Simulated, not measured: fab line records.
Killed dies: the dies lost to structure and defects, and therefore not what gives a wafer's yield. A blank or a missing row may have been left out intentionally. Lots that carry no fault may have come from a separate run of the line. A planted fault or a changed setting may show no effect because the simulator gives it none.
Which of the tools did it? || flow gf180mcu || 14 lots with 42 wafers sampled at 3 steps, on a route of 602 steps

== WHAT THE GAUGES SHOWED, per wafer ==
GF_VT_IMPLANT_RS_MEAS_46: uses a four-point probe to measure.
{"lot": "L203", "measured": "day 7 13:43", "on": "film-metro-03", "MVSD_RS (ohm/sq)": "457.6 458.3 455.8"}
{"lot": "L205", "measured": "day 8 01:51", "on": "film-metro-04", "MVSD_RS (ohm/sq)": "456.2 453.7 455.6"}
{"lot": "L206", "measured": "day 8 09:31", "on": "film-metro-04", "MVSD_RS (ohm/sq)": "454.9 455.6 455.2"}
{"lot": "L207", "measured": "day 8 15:44", "on": "film-metro-01", "MVSD_RS (ohm/sq)": "455.8 456.3 456.4"}
{"lot": "L208", "measured": "day 8 22:44", "on": "film-metro-01", "MVSD_RS (ohm/sq)": "456.6 458.1 456.3"}
{"lot": "L211", "measured": "day 9 19:37", "on": "film-metro-01", "MVSD_RS (ohm/sq)": "456.5 457.7 455.4"}
{"lot": "L212", "measured": "day 10 01:45", "on": "film-metro-03", "MVSD_RS (ohm/sq)": "459.0 457.2 456.9"}
{"lot": "L214", "measured": "day 10 18:14", "on": "film-metro-03", "MVSD_RS (ohm/sq)": "456.1 457.2 459.2"}
{"lot": "L215", "measured": "day 10 22:37", "on": "film-metro-03", "MVSD_RS (ohm/sq)": "451.0 451.3 451.3"}
{"lot": "L217", "measured": "day 11 09:30", "on": "film-metro-01", "MVSD_RS (ohm/sq)": "456.3 457.1 457.7"}
{"lot": "L220", "measured": "day 12 06:27", "on": "film-metro-03", "MVSD_RS (ohm/sq)": "450.2 451.6 450.5"}
{"lot": "L224", "measured": "day 13 04:29", "on": "film-metro-03", "MVSD_RS (ohm/sq)": "456.0 457.5 456.7"}
{"lot": "L225", "measured": "day 13 12:40", "on": "film-metro-01", "MVSD_RS (ohm/sq)": "454.8 455.5 454.7"}
{"lot": "L226", "measured": "day 13 19:32", "on": "film-metro-01", "MVSD_RS (ohm/sq)": "455.8 455.6 455.2"}

GF_CONTACT_OVL_MEAS_15.
{"lot": "L203", "measured": "day 15 19:35", "on": "overlay-02", "CONTACT_OVL (nm)": "5 5 10"}
{"lot": "L205", "measured": "day 16 08:15", "on": "overlay-02", "CONTACT_OVL (nm)": "3 6 3"}
{"lot": "L206", "measured": "day 17 00:53", "on": "overlay-02", "CONTACT_OVL (nm)": "-8 -5 3"}
{"lot": "L207", "measured": "day 17 08:28", "on": "overlay-01", "CONTACT_OVL (nm)": "7 9 4"}
{"lot": "L208", "measured": "day 17 21:35", "on": "overlay-02", "CONTACT_OVL (nm)": "-2 3 -1"}
{"lot": "L211", "measured": "day 19 12:48", "on": "overlay-02", "CONTACT_OVL (nm)": "-5 -1 2"}
{"lot": "L212", "measured": "day 19 21:19", "on": "overlay-01", "CONTACT_OVL (nm)": "9 10 9"}
{"lot": "L214", "measured": "day 20 21:32", "on": "overlay-02", "CONTACT_OVL (nm)": "8 1 0"}
{"lot": "L215", "measured": "day 20 22:26", "on": "overlay-02", "CONTACT_OVL (nm)": "8 3 7"}
{"lot": "L217", "measured": "day 21 19:11", "on": "overlay-02", "CONTACT_OVL (nm)": "0 4 -5"}
{"lot": "L220", "measured": "day 22 11:56", "on": "overlay-02", "CONTACT_OVL (nm)": "6 2 3"}
{"lot": "L224", "measured": "day 23 11:18", "on": "overlay-02", "CONTACT_OVL (nm)": "5 3 7"}
{"lot": "L225", "measured": "day 23 19:19", "on": "overlay-01", "CONTACT_OVL (nm)": "-1 7 1"}
{"lot": "L226", "measured": "day 24 04:04", "on": "overlay-02", "CONTACT_OVL (nm)": "-1 9 3"}

== TOOL THAT RAN EACH LOT (tool first, then ch and the chambers of the sampled wafers, then the start) ==
{"lot": "L203", "GF_MVSD_IMPLANT_09": "implanter-02 ch 0, day 4 10:10"}
{"lot": "L205", "GF_MVSD_IMPLANT_09": "implanter-02 ch 0, day 4 20:59"}
{"lot": "L206", "GF_MVSD_IMPLANT_09": "implanter-04 ch 0, day 5 02:52"}
{"lot": "L207", "GF_MVSD_IMPLANT_09": "implanter-02 ch 0, day 5 08:18"}
{"lot": "L208", "GF_MVSD_IMPLANT_09": "implanter-03 ch 0, day 5 15:47"}
{"lot": "L211", "GF_MVSD_IMPLANT_09": "implanter-03 ch 0, day 6 07:58"}
{"lot": "L212", "GF_MVSD_IMPLANT_09": "implanter-02 ch 0, day 6 15:33"}
{"lot": "L214", "GF_MVSD_IMPLANT_09": "implanter-03 ch 0, day 7 05:22"}
{"lot": "L215", "GF_MVSD_IMPLANT_09": "implanter-03 ch 0, day 7 09:46"}
{"lot": "L217", "GF_MVSD_IMPLANT_09": "implanter-04 ch 0, day 7 19:34"}
{"lot": "L220", "GF_MVSD_IMPLANT_09": "implanter-03 ch 0, day 8 15:03"}
{"lot": "L224", "GF_MVSD_IMPLANT_09": "implanter-02 ch 0, day 9 11:59"}
{"lot": "L225", "GF_MVSD_IMPLANT_09": "implanter-02 ch 0, day 9 18:16"}
{"lot": "L226", "GF_MVSD_IMPLANT_09": "implanter-04 ch 0, day 10 00:36"}
- GF_MVSD_IMPLANT_09

== AS READ BY THE TOOLS THEMSELVES (means over the sampled wafers that have a number; for cases with no such wafer, the mark the record gives instead) ==
GF_MVSD_IMPLANT_09.
{"lot": "L203", "tool": "implanter-02", "dose-ions-cm2": 5e+12, "faraday-current-uA": 28.4}
{"lot": "L205", "tool": "implanter-02", "dose-ions-cm2": 5e+12, "faraday-current-uA": 27.9}
{"lot": "L206", "tool": "implanter-04", "dose-ions-cm2": 5e+12, "faraday-current-uA": 28.6}
{"lot": "L207", "tool": "implanter-02", "dose-ions-cm2": 5e+12, "faraday-current-uA": 28.3}
{"lot": "L208", "tool": "implanter-03", "dose-ions-cm2": 5e+12, "faraday-current-uA": 27.8}
{"lot": "L211", "tool": "implanter-03", "dose-ions-cm2": 5e+12, "faraday-current-uA": 28.6}
{"lot": "L212", "tool": "implanter-02", "dose-ions-cm2": 5e+12, "faraday-current-uA": 28.0}
{"lot": "L214", "tool": "implanter-03", "dose-ions-cm2": 5e+12, "faraday-current-uA": 28.4}
{"lot": "L215", "tool": "implanter-03", "dose-ions-cm2": 6e+12, "faraday-current-uA": 31.1}
{"lot": "L217", "tool": "implanter-04", "dose-ions-cm2": 5e+12, "faraday-current-uA": 28.2}
{"lot": "L220", "tool": "implanter-03", "dose-ions-cm2": 6e+12, "faraday-current-uA": 31.2}
{"lot": "L224", "tool": "implanter-02", "dose-ions-cm2": 5e+12, "faraday-current-uA": 28.7}
{"lot": "L225", "tool": "implanter-02", "dose-ions-cm2": 5e+12, "faraday-current-uA": 28.3}
{"lot": "L226", "tool": "implanter-04", "dose-ions-cm2": 5e+12, "faraday-current-uA": 28.0}

== THE ANSWER, worked out from the rows above alone ==
Rule: the lots themselves supply what counts as usual. Put in order of their means at a reading, lots are off if they are a third of the lots or fewer, leave a main group of 4 or more, and stand apart from it by a gap of 3 or more times the standard deviation of the main group's means; of several such gaps the widest counts. The tables above print the reading to a certain number of digits; a main group whose means all agree to those digits is not used. Also off: a lot with no number at a reading for which 4 or more lots have one. The other lots that the step has rows for count as sound. Order of review: gauges by route order, followed by the tools' own readings, for which a lot's mean as printed above is used. At the first step where some lot is off, the reading lying furthest off is the one used; lots without a number count as furthest.
Off: L215, L220, seen at GF_VT_IMPLANT_RS_MEAS_46 (MVSD_RS). The main group has a mean of 456.4 ohm/sq with a standard deviation of 0.92.
A tool fits if, at a process step before that reading, it ran every lot that is off, and no sound lot after the first of them. The gauges at GF_VT_IMPLANT_RS_MEAS_46 aren't tried: what is off there is off at GF_MVSD_IMPLANT_09 too, on other tools, and a gauge's error can't cause that. One fits: GF_MVSD_IMPLANT_09 on implanter-03. A fault onset in the window from L214 (day 7 05:22, its last sound lot) to L215 (day 7 09:46, its first lot off) fits.
The tool's own readings at GF_MVSD_IMPLANT_09 bear it out: on the lots that are off they differ by more than 5 times the standard deviation of the sound lots' means. dose-ions-cm2 reads 6e+12 there against 5e+12 on the sound lots; faraday-current-uA reads 31.1 there against 28.3 on the sound lots.

== WHAT THE SIMULATOR PUT IN ==
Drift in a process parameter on implanter-03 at GF_MVSD_IMPLANT_09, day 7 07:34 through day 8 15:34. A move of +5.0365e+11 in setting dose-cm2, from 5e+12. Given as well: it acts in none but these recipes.
Lots struck among those shown: L215, L220. The rule given above showed the same thing.
